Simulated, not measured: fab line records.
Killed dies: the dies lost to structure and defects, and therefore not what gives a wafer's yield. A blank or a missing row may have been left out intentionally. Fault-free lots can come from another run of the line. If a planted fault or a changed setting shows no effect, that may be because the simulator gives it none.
Problem report in the 8D (eight disciplines) form, filled by code / flow sky130 / the parts of the form that need people (team, actions taken, sign-off) are left out

1. WHAT WENT WRONG
VIA4_HDPCVD_THK at SKY_VIA4_THK_MEAS_01 reads a mean of 1260 nm on 2 wafers of 1 lot; wafers without a fault read 1743 nm with a standard deviation of 21. That puts it -23 standard deviations away from the usual mean.
First observed at day 47 08:55: wafer L374.5, on filmMetro-01. The record has a number at this step for 36 wafers belonging to 12 lots. Rule for "out", or "out of limits": more than 4 standard deviations from the usual mean. All remaining wafers that have a number are taken as sound.

2. WHAT IT IS, AND WHAT IT ISN'T
question=which readings at this step | is=VIA4_HDPCVD_THK | is not=-
question=which lots | is=L374 | is not=L353, L354, L355, L357, L358, L359, L360, L361, L362, L363, L376
question=which wafers of those lots | is=L374.5, L374.6 | is not=L374.1
question=read on which gauges | is=filmMetro-01 | is not=filmMetro-03, filmMetro-04
question=when | is=from day 47 08:55 | is not=up to then (31 sound wafers); but 3 sound wafers of L376 came after

3. SUSPECTS, AND WHAT RULES EACH OUT
Counting: if a tool at a process step up to the reading ran every lot that is out, it stays a suspect. Sound lots after the first of them don't rule it out here, since some wafers of a struck lot are sound.
- the gauge at SKY_VIA4_THK_MEAS_01: kept. All the wafers that are out were read on filmMetro-01, and no step on other tools shows them out.
- rieDiel-04 at SKY_VIA3_ETCH_14 (etches BARC in N2/H2, stops on SiO2, time 45.9 s, target depth 60 nm): kept. It processed L374, the lot that is out, at day 45 12:23, and its most recent sound lot before then was L363 at day 42 15:04.
- pvdSputter-01 at SKY_CAP2M_SPUTTER_02 (material TiN, target thk 200 nm, time 166.7 s): kept. It processed L374, the lot that is out, at day 45 13:59, and its most recent sound lot before then was L361 at day 42 02:27.
- hdpcvd-01 at SKY_VIA4_HDPCVD_00 (deposits SiO2, target thk 1750 nm, time 291.7 s): kept. It processed L374, the lot that is out, at day 47 08:44, and its most recent sound lot before then was L363 at day 44 15:17.
Left after counting: rieDiel-04 at SKY_VIA3_ETCH_14, pvdSputter-01 at SKY_CAP2M_SPUTTER_02, hdpcvd-01 at SKY_VIA4_HDPCVD_00, filmMetro-01 at SKY_VIA4_THK_MEAS_01.

4. THE CAUSE (what the simulator had put in)
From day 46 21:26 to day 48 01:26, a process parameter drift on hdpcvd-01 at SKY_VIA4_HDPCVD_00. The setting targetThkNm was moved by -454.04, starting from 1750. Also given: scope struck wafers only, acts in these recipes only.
Counting left 4 suspects, and this tool is among them.

5. SEQUENCE OF EFFECTS, ordered by route
One row per reading whose mean, taken over the struck wafers that have a number, lies over 3 standard deviations from the usual. Only readings for which the record gives a usual standard deviation are gone through. hours: the time from each lot's start at the first step in this table that gives one to its start at this step, as a median over the lots. sigmas: the change in usual standard deviations.
hours=0; step=SKY_VIA4_THK_MEAS_01; reading=VIA4_HDPCVD_THK; usual=1743 nm; on struck wafers=1260; change=-482; sigmas=-23
At these later measuring or inspecting steps, every struck wafer for which the step has a row has a number for every such reading, and none has moved that far: SKY_VIA4_OVL_MEAS_11.

6. HOW IT WOULD HAVE BEEN CAUGHT EARLIER
In this record the first reading out of limits at a measuring or inspecting step was taken at day 47 08:55, 11 hours after the fault began at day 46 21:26.
Lots out: 1; all had begun SKY_VIA4_HDPCVD_00 on hdpcvd-01 by day 47 08:55. Holding the tool at that point would not have protected any of them.
